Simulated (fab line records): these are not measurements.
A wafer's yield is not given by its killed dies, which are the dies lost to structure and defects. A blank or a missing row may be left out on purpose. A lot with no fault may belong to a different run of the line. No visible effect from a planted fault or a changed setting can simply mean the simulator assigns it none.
Which tool was responsible?	flow sky130	Sampling: 13 lots, 39 wafers, 4 of 708 route steps

== WHAT THE GAUGES SHOWED, per wafer ==
SKY_CAP2M_THK_MEAS_04: measures by xrf. Usual: CAP2M_TIN_THK 198.3 nm, standard deviation 2.4.
lot	measured	on	CAP2M_TIN_THK (nm)	flag
L330	day 39 06:40	film metro-02	201.9 195.2 199.5	
L332	day 40 08:08	film metro-03	195.5 199.8 199.5	
L334	day 40 18:11	film metro-03	199.8 194.3 196.5	
L335	day 41 08:19	film metro-03	194.5 197.3 195.8	
L336	day 41 22:38	film metro-02	192.4 197.8 195.5	
L337	day 42 01:22	film metro-04	197.1 197.8 197.8	
L338	day 42 02:43	film metro-02	199.8 197.6 198.5	
L339	day 43 01:24	film metro-02	200.7 202.4 201.2	
L340	day 43 04:50	film metro-04	198.9 196.5 200.4	
L343	day 43 12:52	film metro-03	194.8 195.8 191.7	
L344	day 43 19:13	film metro-04	201.0 201.6 199.4	
L348	day 45 02:04	film metro-03	196.6 202.1 198.1	
L349	day 45 02:51	film metro-02	199.5 198.3 200.8	

SKY_VIA4_OVL_MEAS_11. Usual: VIA4_OVL 2.0 nm, standard deviation 1.4.
lot	measured	on	VIA4_OVL (nm)	flag
L330	day 42 08:56	overlay-02	1.0 0.7 0.8	
L332	day 43 09:08	overlay-01	4.2 2.9 3.4	
L334	day 43 19:03	overlay-02	0.3 3.2 0.6	
L335	day 44 07:56	overlay-02	1.5 1.4 2.0	
L336	day 44 20:59	overlay-02	2.8 1.4 1.9	
L337	day 44 22:05	overlay-02	2.0 2.2 0.6	
L338	day 44 23:53	overlay-02	-1.0 0.4 0.3	
L339	day 45 21:08	overlay-01	0.6 2.5 0.1	
L340	day 45 23:43	overlay-01	4.5 5.0 4.8	
L343	day 46 07:48	overlay-02	2.2 1.9 2.8	
L344	day 46 12:59	overlay-02	2.6 0.6 1.9	
L348	day 47 14:59	overlay-01	1.3 1.3 3.6	
L349	day 47 15:37	overlay-02	1.3 -0.3 1.1	

== EACH LOT AND THE TOOL THAT RAN IT (in order: tool; ch and the chambers of the sampled wafers; start) ==
lot	SKY_POLY_GATE_CVD_00	SKY_CAP2M_METAL_ETCH_13
L330	lpcvd-01 ch 0, day 13 13:26	rie metal-02 ch 1, day 40 06:49
L332	lpcvd-01 ch 1, day 14 12:34	rie metal-02 ch 0,1, day 41 08:25
L334	lpcvd-01 ch 0, day 15 05:17	rie metal-03 ch 0,1, day 41 18:05
L335	lpcvd-01 ch 0, day 15 16:49	rie metal-02 ch 0,1, day 42 07:46
L336	lpcvd-01 ch 0, day 16 08:10	rie metal-03 ch 0,1, day 42 22:21
L337	lpcvd-01 ch 1, day 16 15:13	rie metal-04 ch 0,1, day 43 00:10
L338	lpcvd-01 ch 0, day 16 18:00	rie metal-04 ch 0,1, day 43 01:19
L339	lpcvd-01 ch 1, day 17 20:34	rie metal-04 ch 0,1, day 43 23:58
L340	lpcvd-01 ch 1, day 18 02:22	rie metal-04 ch 0,1, day 44 03:01
L343	lpcvd-01 ch 1, day 18 18:58	rie metal-02 ch 0,1, day 44 11:18
L344	lpcvd-01 ch 0, day 18 21:40	rie metal-04 ch 0,1, day 44 16:46
L348	lpcvd-01 ch 1, day 20 15:43	rie metal-04 ch 0,1, day 45 22:31
L349	lpcvd-01 ch 0, day 20 19:10	rie metal-04 ch 0,1, day 45 23:28
- SKY_POLY_GATE_CVD_00: deposits poly-Si, target thk 180 nm, time 720 s.
- SKY_CAP2M_METAL_ETCH_13: etches TiN in Cl2/BCl3, stops on SiO2, target depth 220 nm, time 62.9 s.

== AS READ BY THE TOOLS THEMSELVES (means over the sampled wafers that have a number; for cases with no such wafer, the mark the record gives instead) ==
SKY_POLY_GATE_CVD_00. Usual: spike tc upper C 619.3 C, standard deviation 0.89.
lot	tool	spike tc upper C (C)	flag
L330	lpcvd-01	619.8	
L332	lpcvd-01	619.3	
L334	lpcvd-01	619.5	
L335	lpcvd-01	619.7	
L336	lpcvd-01	618.9	
L337	lpcvd-01	619.4	
L338	lpcvd-01	620.0	
L339	lpcvd-01	619.0	
L340	lpcvd-01	619.1	
L343	lpcvd-01	619.8	
L344	lpcvd-01	620.4	
L348	lpcvd-01	618.8	
L349	lpcvd-01	620.0	

SKY_CAP2M_METAL_ETCH_13. Usual: drypump motor current A 5.9 A, standard deviation 0.34; oes product au 0.938 a.u., standard deviation 0.0073; throttle valve pct 21.904 %, standard deviation 0.0097.
lot	tool	drypump motor current A (A)	oes product au (a.u.)	throttle valve pct (%)	flag
L330	rie metal-02	5.4	0.935	21.902	
L332	rie metal-02	6.0	0.938	21.903	
L334	rie metal-03	5.6	0.938	21.904	
L335	rie metal-02	6.0	0.937	21.911	
L336	rie metal-03	5.5	0.930	21.908	
L337	rie metal-04	6.1	0.932	21.907	
L338	rie metal-04	6.1	0.935	21.906	
L339	rie metal-04	6.1	0.945	21.894	
L340	rie metal-04	6.1	0.933	21.908	
L343	rie metal-02	6.0	0.934	21.906	
L344	rie metal-04	6.0	0.943	21.910	
L348	rie metal-04	6.0	0.938	21.895	
L349	rie metal-04	6.1	0.937	21.914	

== THE ANSWER, worked out from the rows above alone ==
Rule: a lot is off if the mean of its wafers that have a number lies more than 3 standard deviations from the usual mean. A lot without any number at a reading at which 4 lots or more have one is off too. The other lots that the step has rows for count as sound. After the gauges, taken in route order, come the tools' own readings; for these a lot's mean is taken, as printed above. At the first step where some lot is off, the reading lying furthest off is the one used; lots without a number count as furthest.
Nothing can be told from this: no lot is off at any reading shown.

== WHAT WAS PUT IN BY THE SIMULATOR ==
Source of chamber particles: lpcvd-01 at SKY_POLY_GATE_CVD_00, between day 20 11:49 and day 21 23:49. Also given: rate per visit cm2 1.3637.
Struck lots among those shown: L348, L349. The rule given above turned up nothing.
